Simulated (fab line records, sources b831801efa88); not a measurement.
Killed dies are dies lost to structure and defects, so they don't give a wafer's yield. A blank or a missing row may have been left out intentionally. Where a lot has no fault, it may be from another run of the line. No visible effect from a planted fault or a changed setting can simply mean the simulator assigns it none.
fab line records -- flow sky130
record: lots: 12, wafers: 36, last_day: 51
route steps=708 shown VT_ADJUST_LVTN@104 VT_ADJUST_PCH@152 SONOS_TUNNEL@166 PAD_OPEN@708
lots with no fault: from the same line, run without faults
start_h: hours from the record's opening day to when the first of the lot's shown wafers began -- wait_h: hours elapsed since this lot's preceding step -- " identical to the entry in the row above -- L1.1+2: a row that stands for several wafers -- - value missing, or start not given -- * or withheld: withheld -- < > ~ a bound
route shown NAME@n: NAME is a module with steps in the file, n the number in the route of the first one -- usual: mean/standard deviation of fault-free wafers -- same: alike in all rows -- chamber/n: place in a boat -- sites: per-site readings -- _std_site: standard deviation across them -- _edge_site: the outer-site mean with the inner-site mean subtracted -- radius_mm: how far each site lies from the wafer's centre -- mask NAME#n: copy n -- behind: the last tool/chamber to shape the wafer -- hold: cause of the lot's hold/its duration in hours/its outcome -- device: the transistor (n, p or np) that didn't switch -- end of line: the same wafers' tests at the end of the route -- a step with no rows: only its recipe -- killed: count of dies lost to structure and defects at first sort (not the wafer's yield) -- map: per-die view of a wafer (x killed, . not killed, _ where there is no die)
set.NAME: the setting as run; set.NAME@STEP: as run at that earlier step -- model.NAME: the simulator's own value behind a step, which no gauge read
a sample of lots followed through the steps of the route, with each step as a table and each wafer as a row
services: the hour from which a tool's chamber was out of use, counted from the record's first day as start_h (under 0 if before that day), plus the number of hours and why
== steps ==
step: SKY_VT_ADJUST_LVTN_OVL_MEAS_07
usual: VT_ADJUST_LVTN_OVL: 0.4/1.4
lot.wafer,tool,chamber,start_h,wait_h,VT_ADJUST_LVTN_OVL[nm]
L339.2,overlay-01,-,146.87,-,0.6
L339.3,overlay-01,-,146.87,-,-0.1
L339.4,overlay-01,-,146.87,-,0.0
L341.1,overlay-02,-,156.41,-,0.4
L341.2,overlay-02,-,156.41,-,0.3
L341.3,overlay-02,-,156.41,-,0.4
L344.2,overlay-02,-,181.07,-,-0.4
L344.4,overlay-02,-,181.07,-,-1.5
L344.6,overlay-02,-,181.07,-,-0.3
L345.4,overlay-02,-,191.79,-,-0.7
L345.5,overlay-02,-,191.79,-,-1.5
L345.6,overlay-02,-,191.79,-,-1.1
L347.1,overlay-01,-,199.11,-,2.7
L347.3,overlay-01,-,199.11,-,3.0
L347.5,overlay-01,-,199.11,-,2.6
L348.1,overlay-01,-,208.87,-,1.9
L348.5,overlay-01,-,208.87,-,1.1
L348.6,overlay-01,-,208.87,-,1.2
L350.1,overlay-01,-,222.06,-,0.4
L350.4,overlay-01,-,222.06,-,-0.4
L350.5,overlay-01,-,222.06,-,1.3
L354.1,overlay-02,-,241.11,-,2.0
L354.2,overlay-02,-,241.11,-,0.5
L354.6,overlay-02,-,241.11,-,2.2
L355.1,overlay-01,-,247.96,-,1.4
L355.4,overlay-01,-,247.96,-,-0.9
L355.5,overlay-01,-,247.96,-,1.0
L356.3,overlay-02,-,254.73,-,-4.1
L356.4,overlay-02,-,254.73,-,-2.2
L356.6,overlay-02,-,254.73,-,-2.0
L360.1,overlay-02,-,291.11,-,-0.1
L360.3,overlay-02,-,291.11,-,2.0
L360.6,overlay-02,-,291.11,-,-1.2
L361.4,overlay-02,-,301.88,-,-2.8
L361.5,overlay-02,-,301.88,-,-2.9
L361.6,overlay-02,-,301.88,-,-0.2
step: SKY_VT_ADJUST_LVTN_STRIP_09
recipe: chemistry: O2/N2, power_w: 1400, pressure_mtorr: 1500, platen_temp_c: withheld, o2_flow_sccm: 3000, n2_flow_sccm: 300, overash_fraction: 0.5
usual: chamber_pressure_mTorr: 1500.0/1.5, drypump_motor_current_A: 5.2/0.35, o2_flow_sccm: 2999/9.3, oes_product_au: 0.723/0.0043, strip_time_to_endpoint_s: 37.02/0.12
lot.wafer,tool,chamber,start_h,wait_h,chamber_pressure_mTorr,drypump_motor_current_A,o2_flow_sccm,oes_product_au,rf_hours_counter_h,strip_time_to_endpoint_s
L339.2,plasma_asher-04,0,147.05,0.1,1500.9,4.9,3010,0.717,45,37.08
L339.3,plasma_asher-04,0,147.05,0.1,1500.3,4.9,2997,0.720,-,37.03
L339.4,plasma_asher-04,1,147.05,0.1,1498.4,5.2,2988,0.729,-,37.08
L341.1,plasma_asher-04,0,156.60,0.1,1500.3,4.9,3009,0.725,46,36.90
L341.2,plasma_asher-04,1,156.60,0.1,1501.7,5.2,3010,0.721,46,36.92
L341.3,plasma_asher-04,0,156.60,0.1,1499.9,4.9,3002,0.718,-,36.92
L344.2,plasma_asher-01,1,181.25,0.1,1499.3,4.6,2997,0.714,6,37.25
L344.4,plasma_asher-01,0,181.25,0.1,1498.1,5.9,2977,0.720,-,37.19
L344.6,plasma_asher-01,1,181.25,0.1,1499.4,4.6,2994,0.729,-,37.36
L345.4,plasma_asher-03,0,191.99,0.1,1498.3,5.4,2997,0.727,-,37.22
L345.5,plasma_asher-03,0,191.99,0.1,1501.4,5.4,3000,0.718,-,37.27
L345.6,plasma_asher-03,1,191.99,0.1,1498.5,5.2,3007,0.731,-,37.07
L347.1,plasma_asher-04,1,199.30,0.1,1500.2,5.2,3002,0.718,50,36.88
L347.3,plasma_asher-04,1,199.30,0.1,1500.8,5.2,2991,0.727,-,36.96
L347.5,plasma_asher-04,1,199.30,0.1,1501.3,5.2,2999,0.721,-,36.95
L348.1,plasma_asher-04,1,209.06,0.1,1498.5,5.2,2990,0.726,51,36.88
L348.5,plasma_asher-04,1,209.06,0.1,1499.8,5.2,2974,0.721,-,36.98
L348.6,plasma_asher-04,0,209.06,0.1,1500.1,4.9,2991,0.720,-,36.87
L350.1,plasma_asher-04,0,222.25,0.1,1497.2,4.9,3000,0.715,52,36.98
L350.4,plasma_asher-04,0,222.25,0.1,1499.0,4.9,3002,0.720,-,37.04
L350.5,plasma_asher-04,0,222.25,0.1,1499.4,4.9,3000,0.725,-,37.06
L354.1,plasma_asher-03,0,241.30,0.1,1498.8,5.4,3012,0.730,54,37.17
L354.2,plasma_asher-03,1,241.30,0.1,1502.6,5.2,3001,0.726,54,37.10
L354.6,plasma_asher-03,1,241.30,0.1,1500.8,5.2,3004,0.726,-,37.10
L355.1,plasma_asher-04,0,248.15,0.1,1502.7,4.9,3007,0.721,55,37.06
L355.4,plasma_asher-04,0,248.15,0.1,1503.0,4.9,3015,0.720,-,36.97
L355.5,plasma_asher-04,1,248.15,0.1,1499.4,5.2,2989,0.727,-,37.10
L356.3,plasma_asher-04,1,254.94,0.1,1501.5,5.2,3019,0.723,-,37.02
L356.4,plasma_asher-04,0,254.94,0.1,1498.7,4.9,3001,0.715,-,37.01
L356.6,plasma_asher-04,0,254.94,0.1,1501.5,5.0,3013,0.722,-,36.98
L360.1,plasma_asher-04,1,291.30,0.1,1499.0,5.2,2995,0.715,59,37.08
L360.3,plasma_asher-04,1,291.30,0.1,1500.4,5.2,2999,0.726,-,36.92
L360.6,plasma_asher-04,1,291.30,0.1,1497.3,5.2,2993,0.727,-,36.97
L361.4,plasma_asher-01,1,302.08,0.1,1499.5,4.7,3008,0.712,-,37.02
L361.5,plasma_asher-01,0,302.08,0.1,1498.7,5.9,2988,0.720,-,37.07
L361.6,plasma_asher-01,1,302.08,0.1,1498.0,4.7,2993,0.722,-,37.18
step: SKY_VT_ADJUST_LVTN_TW_MEAS_10
usual: VT_ADJUST_LVTN_TW: 241.9/1.8
lot.wafer,tool,chamber,start_h,wait_h,VT_ADJUST_LVTN_TW
L339.2,film_metro-01,-,147.16,0.1,239.9
L339.3,film_metro-01,-,147.16,0.1,239.9
L339.4,film_metro-01,-,147.16,0.1,239.4
L341.1,film_metro-01,-,156.70,0.1,241.7
L341.2,film_metro-01,-,156.70,0.1,241.1
L341.3,film_metro-01,-,156.70,0.1,240.8
L344.2,film_metro-02,-,181.36,0.1,242.9
L344.4,film_metro-02,-,181.36,0.1,241.2
L344.6,film_metro-02,-,181.36,0.1,241.6
L345.4,film_metro-01,-,192.09,0.1,240.7
L345.5,film_metro-01,-,192.09,0.1,240.5
L345.6,film_metro-01,-,192.09,0.1,240.6
L347.1,film_metro-02,-,199.40,0.1,241.5
L347.3,film_metro-02,-,199.40,0.1,241.1
L347.5,film_metro-02,-,199.40,0.1,240.6
L348.1,film_metro-02,-,209.16,0.1,242.0
L348.5,film_metro-02,-,209.16,0.1,241.7
L348.6,film_metro-02,-,209.16,0.1,240.5
L350.1,film_metro-03,-,222.35,0.1,243.6
L350.4,film_metro-03,-,222.35,0.1,243.0
L350.5,film_metro-03,-,222.35,0.1,244.9
L354.1,film_metro-02,-,241.40,0.1,242.2
L354.2,film_metro-02,-,241.40,0.1,241.5
L354.6,film_metro-02,-,241.40,0.1,240.7
L355.1,film_metro-01,-,248.25,0.1,242.3
L355.4,film_metro-01,-,248.25,0.1,242.1
L355.5,film_metro-01,-,248.25,0.1,241.2
L356.3,film_metro-03,-,255.03,0.1,245.9
L356.4,film_metro-03,-,255.03,0.1,244.3
L356.6,film_metro-03,-,255.03,0.1,245.2
L360.1,film_metro-03,-,291.40,0.1,243.2
L360.3,film_metro-03,-,291.40,0.1,243.0
L360.6,film_metro-03,-,291.40,0.1,243.8
L361.4,film_metro-03,-,302.18,0.1,243.4
L361.5,film_metro-03,-,302.18,0.1,242.1
L361.6,film_metro-03,-,302.18,0.1,242.9
step: SKY_VT_ADJUST_PCH_STRIP_09
recipe: chemistry: O2/N2, power_w: 1400, pressure_mtorr: 1500, platen_temp_c: withheld, o2_flow_sccm: 3000, n2_flow_sccm: 300, overash_fraction: 0.5
usual: chamber_pressure_mTorr: 1500.0/1.4, drypump_motor_current_A: 5.22/0.17, o2_flow_sccm: 3000/9, oes_product_au: 0.722/0.0046, strip_time_to_endpoint_s: 36.93/0.11
lot.wafer,tool,chamber,start_h,wait_h,chamber_pressure_mTorr,drypump_motor_current_A,o2_flow_sccm,oes_product_au,rf_hours_counter_h,strip_time_to_endpoint_s
L339.2,plasma_asher-03,0,228.98,0.1,1500.7,5.39,2998,0.723,53,37.05
L339.3,plasma_asher-03,1,228.98,0.1,1499.9,5.20,3019,0.723,-,37.00
L339.4,plasma_asher-03,0,228.98,0.1,1500.2,5.41,2988,0.723,-,37.05
L341.1,plasma_asher-04,1,241.31,0.1,1499.3,5.18,3008,0.716,54,36.76
L341.2,plasma_asher-04,0,241.31,0.1,1498.3,4.92,3012,0.720,54,36.71
L341.3,plasma_asher-04,0,241.31,0.1,1499.5,4.89,3009,0.715,-,36.75
L344.2,plasma_asher-03,0,272.60,0.1,1500.8,5.40,2985,0.719,56,37.04
L344.4,plasma_asher-03,1,272.60,0.1,1501.1,5.18,3006,0.722,-,36.98
L344.6,plasma_asher-03,0,272.60,0.1,1499.3,5.38,2982,0.726,-,37.01
L345.4,plasma_asher-02,0,284.28,0.1,1498.1,5.06,3008,0.726,-,36.95
L345.5,plasma_asher-02,0,284.28,0.1,1500.2,5.03,3004,0.720,-,36.98
L345.6,plasma_asher-02,1,284.28,0.1,1500.0,5.39,3000,0.721,-,37.03
L347.1,plasma_asher-02,0,293.70,0.1,1499.4,5.02,3008,0.726,48,36.99
L347.3,plasma_asher-02,1,293.70,0.1,1499.1,5.41,3003,0.719,-,36.86
L347.5,plasma_asher-02,1,293.70,0.1,1500.7,5.41,3004,0.722,-,36.77
L348.1,plasma_asher-04,1,305.50,0.1,1500.3,5.17,3013,0.718,61,37.11
L348.5,plasma_asher-04,0,305.50,0.1,1500.1,4.92,3009,0.726,-,36.98
L348.6,plasma_asher-04,1,305.50,0.1,1501.6,5.20,3010,0.718,-,37.01
L350.1,plasma_asher-04,0,321.60,0.1,1500.8,4.93,3010,0.725,62,36.99
L350.4,plasma_asher-04,0,321.60,0.1,1499.2,4.91,3003,0.725,-,37.03
L350.5,plasma_asher-04,1,321.60,0.1,1500.2,5.20,2993,0.722,-,36.99
L354.1,plasma_asher-04,1,343.09,0.1,-,-,-,-,-,-
L354.2,plasma_asher-04,0,343.09,0.1,-,-,-,-,-,-
L354.6,plasma_asher-04,1,343.09,0.1,-,-,-,-,-,-
L355.1,plasma_asher-04,0,353.06,0.1,-,-,-,-,-,-
L355.4,plasma_asher-04,1,353.06,0.1,-,-,-,-,-,-
L355.5,plasma_asher-04,1,353.06,0.1,-,-,-,-,-,-
L356.3,plasma_asher-02,0,360.98,0.1,1498.3,5.08,2992,0.729,-,37.01
L356.4,plasma_asher-02,1,360.98,0.1,1498.9,5.40,3010,0.722,-,36.94
L356.6,plasma_asher-02,0,360.98,0.1,1501.2,5.08,2998,0.716,-,36.95
L360.1,plasma_asher-03,0,402.81,0.1,1500.7,5.38,2985,0.730,70,36.86
L360.3,plasma_asher-03,1,402.81,0.1,1500.2,5.19,3002,0.724,-,36.96
L360.6,plasma_asher-03,0,402.81,0.1,1500.4,5.37,3011,0.728,-,36.85
L361.4,plasma_asher-02,0,415.28,0.1,1500.6,5.07,3003,0.721,-,37.13
L361.5,plasma_asher-02,1,415.28,0.1,1501.5,5.39,3010,0.725,-,36.94
L361.6,plasma_asher-02,0,415.28,0.1,1498.1,5.08,3003,0.722,-,37.03
step: SKY_SONOS_TUNNEL_TW_MEAS_12
usual: SONOS_TUNNEL_TW: 198.1/1.2
lot.wafer,tool,chamber,start_h,wait_h,hold,SONOS_TUNNEL_TW
L339.2,film_metro-02,-,252.60,0.0,-,197.0
L339.3,film_metro-02,-,252.60,0.0,-,197.3
L339.4,film_metro-02,-,252.60,0.0,-,196.8
L341.1,film_metro-03,-,265.19,0.0,-,198.5
L341.2,film_metro-03,-,265.19,0.0,-,198.7
L341.3,film_metro-03,-,265.19,0.0,-,197.6
L344.2,film_metro-03,-,298.79,0.0,-,198.4
L344.4,film_metro-03,-,298.79,0.0,-,198.8
L344.6,film_metro-03,-,298.79,0.0,-,199.4
L345.4,film_metro-01,-,311.04,0.0,-,198.7
L345.5,film_metro-01,-,311.04,0.0,-,198.9
L345.6,film_metro-01,-,311.04,0.0,-,197.7
L347.1,film_metro-01,-,320.99,0.0,-,199.2
L347.3,film_metro-01,-,320.99,0.0,-,199.6
L347.5,film_metro-01,-,320.99,0.0,-,198.9
L348.1,film_metro-02,-,332.34,0.0,-,198.8
L348.5,film_metro-02,-,332.34,0.0,-,197.1
L348.6,film_metro-02,-,332.34,0.0,-,197.9
L350.1,film_metro-01,-,349.26,0.0,-,197.9
L350.4,film_metro-01,-,349.26,0.0,-,198.5
L350.5,film_metro-01,-,349.26,0.0,-,199.1
L354.1,film_metro-01,-,372.09,0.0,await_dispo/0.2h/release,30.1
L354.2,film_metro-01,-,372.09,0.0,await_dispo/0.2h/release,30.2
L354.6,film_metro-01,-,372.09,0.0,await_dispo/0.2h/release,30.2
L354.1,film_metro-01,-,372.31,0.2,-,30.2
L354.2,film_metro-01,-,372.31,0.2,-,30.1
L354.6,film_metro-01,-,372.31,0.2,-,30.0
L355.1,film_metro-03,-,381.78,0.0,await_dispo/0.2h/release,30.0
L355.4,film_metro-03,-,381.78,0.0,await_dispo/0.2h/release,29.9
L355.5,film_metro-03,-,381.78,0.0,await_dispo/0.2h/release,29.9
L355.1,film_metro-03,-,382.01,0.2,-,29.8
L355.4,film_metro-03,-,382.01,0.2,-,30.1
L355.5,film_metro-03,-,382.01,0.2,-,29.9
L356.3,film_metro-03,-,389.71,0.0,-,200.4
L356.4,film_metro-03,-,389.71,0.0,-,201.2
L356.6,film_metro-03,-,389.71,0.0,-,199.1
L360.1,film_metro-03,-,433.83,0.0,-,199.6
L360.3,film_metro-03,-,433.83,0.0,-,198.2
L360.6,film_metro-03,-,433.83,0.0,-,198.1
L361.4,film_metro-02,-,447.00,0.0,-,196.4
L361.5,film_metro-02,-,447.00,0.0,-,196.6
L361.6,film_metro-02,-,447.00,0.0,-,197.7
step: SKY_PAD_OPEN_PROBE_99
usual: defect_limited_yield: 82.3/1.8, killed_at_M0_to_M3: 43/6, killed_at_M4_up: 3.2/1.9, killed_at_contacts: 25/5.4, killed_at_front_end: 15/4.5, killed_at_other: 0.3/0.59, killed_dies: 87/8.7, killed_open: 47/6.7, killed_short: 39/5.7, sort_bin_3_pad_short: 0.9/0.43, sort_bin_5_function: 10.4/1.4, sort_bin_6_memory: 6.4/1.2, sort_n_pass: 405/8.7, sort_yield_pct: 82.3/1.8
same: gross_dies: 492, killed_at_back_side: 0, sort_bin_4_leakage[%]: 0, sort_bin_8_speed[%]: 0
lot.wafer,tool,chamber,start_h,wait_h,defect_limited_yield[%],killed_at_M0_to_M3,killed_at_M4_up,killed_at_contacts,killed_at_front_end,killed_at_other,killed_dies,killed_open,killed_short,sort_bin_3_pad_short[%],sort_bin_5_function[%],sort_bin_6_memory[%],sort_n_pass,sort_yield_pct[%]
L347.5,prober-02,-,1140.26,0.2,84.6,41,1,16,18,0,76,43,33,0.6,8.3,6.5,416,84.6
killed by level:class
L347.5 VIA1:geometric_particle:open=10 FIELD_ISO:geometric_particle:short=8 VIA3:geometric_particle:open=7 METAL2:geometric_particle:short=7 FIELD_ISO:geometric_particle:open=6 LI_CONTACT:geometric_particle:open=5 VIA2:geometric_particle:short=5 CONTACT:geometric_particle:open=5
== services ==
tool,chamber,start_h,hours,kind
plasma_asher-04,-,126.24,2.8,pm
plasma_asher-01,-,144.23,0.8,repair
plasma_asher-03,-,245.79,7.7,repair
plasma_asher-03,-,246.16,3.6,repair
plasma_asher-02,-,325.21,14.6,pm
plasma_asher-02,-,339.81,2.8,pm
plasma_asher-02,-,342.56,4.3,pm
plasma_asher-01,-,363.14,10.0,pm
plasma_asher-01,-,373.34,5.6,repair
== key ==
first_sign: step: SKY_VT_ADJUST_PCH_STRIP_09, reading: tool_record, direction: missing
effect: step: SKY_SONOS_TUNNEL_TW_MEAS_12, reading: visit, direction: added
effect: step: SKY_SONOS_TUNNEL_TW_MEAS_12, reading: SONOS_TUNNEL_TW, direction: down, sigmas: 99+, usual: 198.1, struck: 30.1
met_at SKY_VT_ADJUST_PCH_STRIP_09
struck_lots L354,L355
scrapped_behind SKY_SONOS_TUNNEL_TW_MEAS_12 L354.1,L354.2,L354.6,L355.1,L355.4,L355.5
not_acting_at SKY_VT_ADJUST_LVTN_OVL_MEAS_07,SKY_VT_ADJUST_LVTN_STRIP_09,SKY_VT_ADJUST_LVTN_TW_MEAS_10
onset_between 321.60 343.09
fault: kind: skipped_step_whole, tool: plasma_asher-04, chamber: -, onset_h: 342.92, steps: SKY_VT_ADJUST_PCH_STRIP_09, scope: struck_lots_only
